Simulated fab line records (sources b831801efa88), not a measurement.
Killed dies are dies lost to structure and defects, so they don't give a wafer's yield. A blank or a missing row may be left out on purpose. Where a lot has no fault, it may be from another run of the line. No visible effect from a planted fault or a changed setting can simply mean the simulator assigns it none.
fab line records	flow sky130
[record] lots = 11	wafers = 33	last-day = 50
route steps=708 shown VIA1@460 METAL2@501 VIA2@522
lots that met no fault: from a run of the same line without faults
start-h: the number of hours between the record's first day and the start of the first shown wafer of the lot	wait-h: hours elapsed since this lot's preceding step	" unchanged from the row above	L1.1+2: a single row standing in for several wafers	- value missing, or start not given	* or withheld: withheld	< > ~ a bound
route shown NAME@n: NAME is a module with steps in the file, n the number in the route of the first one	usual: mean/standard deviation taken from wafers without a fault	same: alike in all rows	chamber/n: place in a boat	sites: readings site by site	_std_site: the values' standard deviation	_edge_site: inner sites' mean taken away from outer sites' mean	radius-mm: how far each site lies from the wafer's centre	mask NAME#n: copy n	behind: the last tool/chamber to shape the wafer	hold: reason for holding the lot/hours on hold/outcome of the hold	device: the n, p or np transistor that did not switch	end of line: at the end of the route, the tests of the same wafers	a step with no rows: only its recipe	killed: the dies lost at the first sort to structure and to defects; this is not the yield of the wafer	map: a wafer's dies, x killed, . not, _ none there
set.NAME: the setting that was run; set.NAME@STEP: the one run at that earlier step	model.NAME: the simulator's own value behind a step, which no gauge read
a sample of lots followed through the steps of the route, with each step as a table and each wafer as a row
services: the hour from which a tool's chamber was out of use, counted from the record's first day as start-h (under 0 if before that day), plus the number of hours and why
[[steps]]
[step SKY_VIA1_CMP_02]
[recipe] material = SiO2	down-force-psi = 4	platen-rpm = 60	pad-velocity-m-s = 0.94248
[usual] motor-current-A = 12.0/1.5
lot.wafer	tool	chamber	start-h	wait-h	motor-current-A
L333.4	cmp-02	2	786.80	0.0	12.6
L333.1	"	1	"	"	11.5
L333.6	"	2	"	"	13.0
L334.2	cmp-01	2	799.12	0.0	11.8
L334.1	"	1	"	"	10.8
L334.5	"	2	"	"	11.8
L337.2	cmp-01	1	807.89	0.0	10.4
L337.3	"	2	"	"	12.1
L337.1	"	0	"	"	12.0
L339.3	cmp-02	2	823.85	0.0	13.4
L339.4	"	3	"	"	10.6
L339.2	"	0	"	"	15.1
L342.2	cmp-02	0	853.25	0.1	15.6
L342.3	"	1	"	"	11.0
L342.4	"	2	"	"	12.8
L346.1	cmp-02	1	880.71	0.1	11.0
L346.2	"	2	"	"	13.2
L346.4	"	3	"	"	10.3
L347.3	cmp-01	2	891.98	0.1	11.0
L347.1	"	3	"	"	12.2
L347.6	"	1	"	"	10.9
L348.2	cmp-01	3	895.06	0.0	12.4
L348.3	"	0	"	"	12.7
L348.6	"	3	"	"	11.6
L349.1	cmp-02	0	913.67	0.5	15.1
L349.4	"	1	"	"	11.6
L349.5	"	1	"	"	12.1
L353.3	cmp-01	3	925.76	0.1	11.6
L353.2	"	0	"	"	12.2
L353.5	"	3	"	"	11.8
L354.3	cmp-01	0	935.12	0.2	11.7
L354.2	"	1	"	"	11.2
L354.1	"	2	"	"	11.4
[step SKY_VIA1_THK_MEAS_23]
[recipe] thk-meas-gauge = xrf	reads = W_of_VIA1_CVD_21
[usual] VIA1_W_THK = 269/3.4
lot.wafer	tool	chamber	start-h	wait-h	VIA1_W_THK[nm]
L333.1	film-metro-04	-	814.40	0.1	272
L333.4	"	-	"	"	264
L333.6	"	-	"	"	266
L334.1	film-metro-04	-	827.31	0.1	271
L334.2	"	-	"	"	271
L334.5	"	-	"	"	271
L337.1	film-metro-04	-	835.66	0.1	267
L337.2	"	-	"	"	270
L337.3	"	-	"	"	269
L339.2	film-metro-01	-	851.17	0.1	274
L339.3	"	-	"	"	276
L339.4	"	-	"	"	270
L342.2	film-metro-03	-	881.07	0.1	264
L342.3	"	-	"	"	263
L342.4	"	-	"	"	271
L346.1	film-metro-03	-	907.37	0.1	263
L346.2	"	-	"	"	267
L346.4	"	-	"	"	268
L347.1	film-metro-01	-	917.74	0.1	273
L347.3	"	-	"	"	271
L347.6	"	-	"	"	273
L348.2	film-metro-01	-	922.86	0.1	267
L348.3	"	-	"	"	268
L348.6	"	-	"	"	271
L349.1	film-metro-03	-	939.82	0.1	267
L349.4	"	-	"	"	264
L349.5	"	-	"	"	269
L353.2	film-metro-03	-	951.77	0.1	267
L353.3	"	-	"	"	269
L353.5	"	-	"	"	269
L354.1	film-metro-01	-	961.17	0.1	271
L354.2	"	-	"	"	274
L354.3	"	-	"	"	273
[step SKY_METAL2_ETCH_18]
[recipe] chemistry = N2/H2	target = BARC	ion-energy-ev = 200	bias-w = 100	pressure-mtorr = 30	n2-flow-sccm = 100	h2-flow-sccm = 200	icp-w = 500	stop-on = SiO2	time-s = 45.9	target-depth-a = 600
[usual] drypump-motor-current-A = 5.7/0.52	h2-flow-sccm = 200.0/0.61	oes-product-au = 0.855/0.0055	throttle-valve-pct = 13.225/0.0077
lot.wafer	tool	chamber	start-h	wait-h	drypump-motor-current-A	h2-flow-sccm	oes-product-au	rf-hours-counter-h	throttle-valve-pct
L333.1	rie-metal-02	0	841.29	0.0	6.4	200.2	0.852	8	13.215
L333.4	"	1	"	"	5.5	199.8	0.859	-	13.232
L333.6	"	0	"	"	6.4	199.8	0.847	-	13.220
L334.1	rie-metal-01	1	853.44	0.0	5.7	200.1	0.841	8	13.232
L334.2	"	0	"	"	4.9	200.6	0.852	6	13.234
L334.5	"	0	"	"	4.9	200.5	0.848	-	13.213
L337.1	rie-metal-02	0	861.13	0.1	6.3	201.5	0.861	9	13.240
L337.2	"	0	"	"	6.4	199.4	0.849	-	13.221
L337.3	"	0	"	"	6.4	200.1	0.861	-	13.215
L339.2	rie-metal-03	1	878.09	0.0	5.9	199.9	0.854	3	13.219
L339.3	"	0	"	"	5.6	199.2	0.850	-	13.224
L339.4	"	1	"	"	5.9	200.2	0.862	-	13.221
L342.2	rie-metal-02	1	907.24	0.0	5.5	199.8	0.861	2	13.226
L342.3	"	1	"	"	5.5	199.3	0.855	-	13.235
L342.4	"	0	"	"	6.4	199.8	0.852	-	13.228
L346.1	rie-metal-01	1	933.85	0.0	5.7	200.1	0.856	11	13.237
L346.2	"	0	"	"	4.9	199.7	0.850	9	13.217
L346.4	"	1	"	"	5.7	200.5	0.858	-	13.238
L347.1	rie-metal-02	0	942.95	0.0	6.3	200.2	0.856	14	13.215
L347.3	"	0	"	"	6.4	199.9	0.853	-	13.234
L347.6	"	1	"	"	5.5	200.3	0.853	-	13.219
L348.2	rie-metal-01	1	948.14	0.0	5.7	199.6	0.863	12	13.229
L348.3	"	1	"	"	5.7	199.1	0.859	-	13.219
L348.6	"	1	"	"	5.7	200.1	0.853	-	13.223
L349.1	rie-metal-01	1	964.69	0.0	5.7	200.3	0.849	12	13.239
L349.4	"	0	"	"	4.9	199.9	0.865	-	13.217
L349.5	"	0	"	"	4.9	199.8	0.855	-	13.215
L353.2	rie-metal-02	1	976.89	0.0	5.5	200.5	0.866	5	13.221
L353.3	"	0	"	"	6.4	200.2	0.857	-	13.221
L353.5	"	1	"	"	5.5	201.3	0.853	-	13.219
L354.1	rie-metal-02	1	985.54	0.0	5.5	200.3	0.847	6	13.237
L354.2	"	0	"	"	6.4	200.0	0.848	16	13.235
L354.3	"	1	"	"	5.5	200.5	0.848	-	13.218
[step SKY_METAL2_STRIP_20]
[recipe] chemistry = O2/N2	power-w = 1400	pressure-mtorr = 1500	platen-temp-c = withheld	o2-flow-sccm = 3000	n2-flow-sccm = 300	overash-fraction = 0.5
[usual] drypump-motor-current-A = 5.9/0.42	oes-product-au = 0.342/0.0045	strip-time-to-endpoint-s = 2.69/0.031
lot.wafer	tool	chamber	start-h	wait-h	drypump-motor-current-A	oes-product-au	rf-hours-counter-h	strip-time-to-endpoint-s
L333.1	plasma-asher-03	0	841.45	0.1	5.8	0.342	75	2.64
L333.4	"	0	"	"	5.8	0.339	-	2.71
L333.6	"	1	"	"	5.7	0.340	-	2.62
L334.1	plasma-asher-03	1	853.59	0.1	5.7	0.340	77	2.68
L334.2	"	0	"	"	5.8	0.338	77	2.71
L334.5	"	0	"	"	5.8	0.342	-	2.70
L337.1	plasma-asher-03	1	861.44	0.1	5.7	0.332	78	2.69
L337.2	"	0	"	"	5.8	0.337	78	2.71
L337.3	"	1	"	"	5.7	0.343	-	2.69
L339.2	plasma-asher-04	1	878.24	0.1	5.3	0.349	98	2.71
L339.3	"	0	"	"	6.0	0.347	-	2.66
L339.4	"	1	"	"	5.3	0.346	-	2.68
L342.2	plasma-asher-01	1	907.40	0.1	6.7	0.341	16	2.71
L342.3	"	1	"	"	6.7	0.338	-	2.72
L342.4	"	0	"	"	6.2	0.346	-	2.66
L346.1	plasma-asher-04	1	934.01	0.1	5.3	0.347	103	2.68
L346.2	"	0	"	"	6.0	0.340	103	2.73
L346.4	"	1	"	"	5.3	0.330	-	2.64
L347.1	plasma-asher-04	0	943.16	0.1	6.0	0.337	104	2.67
L347.3	"	0	"	"	6.0	0.344	-	2.65
L347.6	"	1	"	"	5.3	0.345	-	2.74
L348.2	plasma-asher-03	0	948.29	0.1	5.8	0.343	86	2.74
L348.3	"	1	"	"	5.7	0.336	-	2.67
L348.6	"	1	"	"	5.7	0.329	-	2.40
L349.1	plasma-asher-01	0	964.85	0.1	6.1	0.348	21	2.67
L349.4	"	0	"	"	6.2	0.350	-	2.71
L349.5	"	0	"	"	6.1	0.334	-	2.44
L353.2	plasma-asher-04	0	977.04	0.1	6.0	0.337	108	2.69
L353.3	"	0	"	"	6.0	0.339	-	2.68
L353.5	"	0	"	"	6.0	0.334	-	2.69
L354.1	plasma-asher-01	1	985.70	0.1	6.7	0.334	23	2.68
L354.2	"	0	"	"	6.1	0.348	23	2.72
L354.3	"	0	"	"	6.1	0.342	-	2.76
[step SKY_VIA2_ETCH_15]
[recipe] target = SiO2	chemistry = C4F8/O2/Ar	target-depth-nm = 546	stop-on = TiN	mask-material = KrF-thick	source-w = 1500	bias-w = 1200	pressure-mtorr = 40	c4f8-flow-sccm = withheld	O2_flow_sccm = 6	Ar_flow_sccm = 300	time-s = 84
[usual] oes-product-au = 0.940/0.005
lot.wafer	tool	chamber	start-h	wait-h	oes-product-au	rf-hours-counter-h
L333.1	rie-diel-04	3	868.14	0.0	0.937	16
L333.4	"	1	"	"	0.945	7
L333.6	"	3	"	"	0.943	-
L334.1	rie-diel-04	1	881.11	0.0	0.942	7
L334.2	"	0	"	"	0.937	1
L334.5	"	0	"	"	0.938	-
L337.1	rie-diel-02	3	888.56	0.0	0.936	8
L337.2	"	0	"	"	0.944	10
L337.3	"	1	"	"	0.949	26
L339.2	rie-diel-03	1	904.96	0.0	0.935	13
L339.3	"	2	"	"	0.934	19
L339.4	"	0	"	"	0.944	11
L342.2	rie-diel-03	0	933.74	0.0	0.939	11
L342.3	"	1	"	"	0.935	14
L342.4	"	2	"	"	0.940	20
L346.1	rie-diel-04	2	959.25	0.0	0.932	17
L346.2	"	1	"	"	0.932	9
L346.4	"	3	"	"	0.946	19
L347.1	rie-diel-03	2	969.11	0.0	0.943	21
L347.3	"	1	"	"	0.932	15
L347.6	"	0	"	"	0.944	-
L348.2	rie-diel-03	3	973.81	0.0	0.943	25
L348.3	"	1	"	"	0.936	15
L348.6	"	1	"	"	0.947	-
L349.1	rie-diel-04	1	990.26	0.0	0.941	10
L349.4	"	3	"	"	0.936	20
L349.5	"	1	"	"	0.941	-
L353.2	rie-diel-03	1	1001.59	0.0	0.943	16
L353.3	"	3	"	"	0.935	26
L353.5	"	1	"	"	0.940	-
L354.1	rie-diel-04	2	1009.86	0.0	0.940	18
L354.2	"	1	"	"	0.942	11
L354.3	"	3	"	"	0.944	20
[[services]]
tool	chamber	start-h	hours	kind
rie-diel-04	0	771.80	8.2	repair
cmp-01	-	772.75	6.6	pm
rie-diel-03	2	778.82	1.6	repair
plasma-asher-03	-	783.87	0.4	repair
cmp-01	-	785.66	0.7	repair
rie-diel-03	-	798.36	14.6	pm
rie-diel-04	0	810.69	2.5	repair
cmp-01	-	820.77	0.5	repair
plasma-asher-01	-	827.90	4.4	repair
cmp-02	-	838.25	2.7	repair
rie-metal-03	1	840.40	2.4	repair
rie-diel-02	3	842.10	3.3	repair
rie-metal-02	-	870.06	1.5	repair
rie-diel-04	1	896.15	8.5	repair
cmp-02	-	899.44	6.2	repair
cmp-02	-	906.38	4.1	repair
cmp-01	-	912.06	4.0	pm
rie-metal-01	-	912.37	2.8	pm
rie-diel-02	0	913.73	2.1	repair
rie-metal-01	-	920.22	0.5	repair
plasma-asher-03	-	921.52	1.1	repair
rie-diel-04	2	925.67	8.3	repair
cmp-02	-	933.24	1.0	repair
rie-metal-03	1	948.72	16.2	repair
[[key]]
[first-sign] step = SKY_METAL2_STRIP_20	reading = strip-time-to-endpoint-s	direction = down	sigmas = 8.7	usual = *	struck = *
effect none on later readings
met-at SKY_METAL2_ETCH_18
struck-lots L348,L349
struck-wafers L348.6,L349.5
not-acting-at SKY_VIA1_CMP_02,SKY_VIA1_THK_MEAS_23,SKY_VIA2_ETCH_15
onset-between 933.85 948.14
[fault] kind = process-parameter-drift	tool = rie-metal-01	chamber = -	onset-h = 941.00	steps = SKY_METAL2_ETCH_18	channel = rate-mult	offset = 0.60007	shape = step	end-h = 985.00	scope = struck-wafers-only
